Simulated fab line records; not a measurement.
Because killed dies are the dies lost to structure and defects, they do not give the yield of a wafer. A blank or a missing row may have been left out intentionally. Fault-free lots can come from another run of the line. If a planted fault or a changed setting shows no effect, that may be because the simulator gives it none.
Chamber matching + flow sky130 + SKY_VIA2_CMP_24 on cmp-01 has 3 sister chambers
The step polishes, stops on SiO2, t overpolish 20 s, target thk 0 nm. 14 wafers are shown with their chamber, then 2 later ones without.

EACH WAFER AND ITS CHAMBER
| wafer  | chamber | motor_current_A (A) | time_to_endpoint_s (s) | overpolish_run_s (s) |
|--------|---------|---------------------|------------------------|----------------------|
| L252.1 | 3       | 11.5                | 103.6                  | 19.987               |
| L252.3 | 0       | 10.6                | 102.3                  | 20.002               |
| L252.5 | 0       | 10.8                | 105.9                  | 19.993               |
| L254.1 | 0       | 10.8                | 105.4                  | 20.011               |
| L254.4 | 3       | 11.5                | 105.3                  | 19.988               |
| L254.6 | 3       | 12.5                | 106.6                  | 20.003               |
| L257.1 | 0       | 10.5                | 100.4                  | 20.016               |
| L257.2 | 3       | 12.2                | 97.6                   | 20.001               |
| L257.3 | 1       | 12.3                | 99.6                   | 19.999               |
| L258.1 | 0       | 10.6                | 101.1                  | 19.990               |
| L258.2 | 3       | 11.9                | 103.7                  | 19.995               |
| L258.6 | 1       | 12.2                | 99.3                   | 19.999               |
| L266.2 | 3       | 12.2                | 110.9                  | 20.010               |
| L266.4 | 1       | 13.2                | 103.3                  | 20.008               |

SIGNATURES (means of the wafers above)
| reading            | chamber 0 | chamber 1 | chamber 3 | scatter within a chamber |
|--------------------|-----------|-----------|-----------|--------------------------|
| motor_current_A    | 10.660    | 12.567    | 11.967    | 0.371                    |
| time_to_endpoint_s | 103.020   | 100.733   | 104.617   | 3.44                     |
| overpolish_run_s   | 20.00240  | 20.00200  | 19.99733  | 0.00934                  |
Rule: distance of a wafer from a chamber = root of the sum over the readings of ((wafer's reading minus chamber's mean) / reading's scatter) squared. The wafer belongs to the nearest chamber; if the next one is less than 2 further off, it can't be placed. The scatter is the square root of a quotient: the sum, over the shown wafers, of each reading's squared deviation from its chamber's mean, divided by wafers minus chambers.

WAFERS WHOSE CHAMBER IS MISSING
| wafer  | motor_current_A (A) | time_to_endpoint_s (s) | overpolish_run_s (s) |
|--------|---------------------|------------------------|----------------------|
| L267.4 | 11.8                | 99.7                   | 20.007               |
| L270.3 | 13.4                | 100.1                  | 19.998               |

WHICH CHAMBER EACH ONE RAN IN
| wafer  | from the rows above          | in truth |
|--------|------------------------------|----------|
| L267.4 | can't be placed: 3 or 1 or 0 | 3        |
| L270.3 | can't be placed: 1 or 3      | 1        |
Correct placement for 0 of the 2. Not placeable from these rows: 2 (in 2, the candidates include the true chamber). 0 placed wrongly.
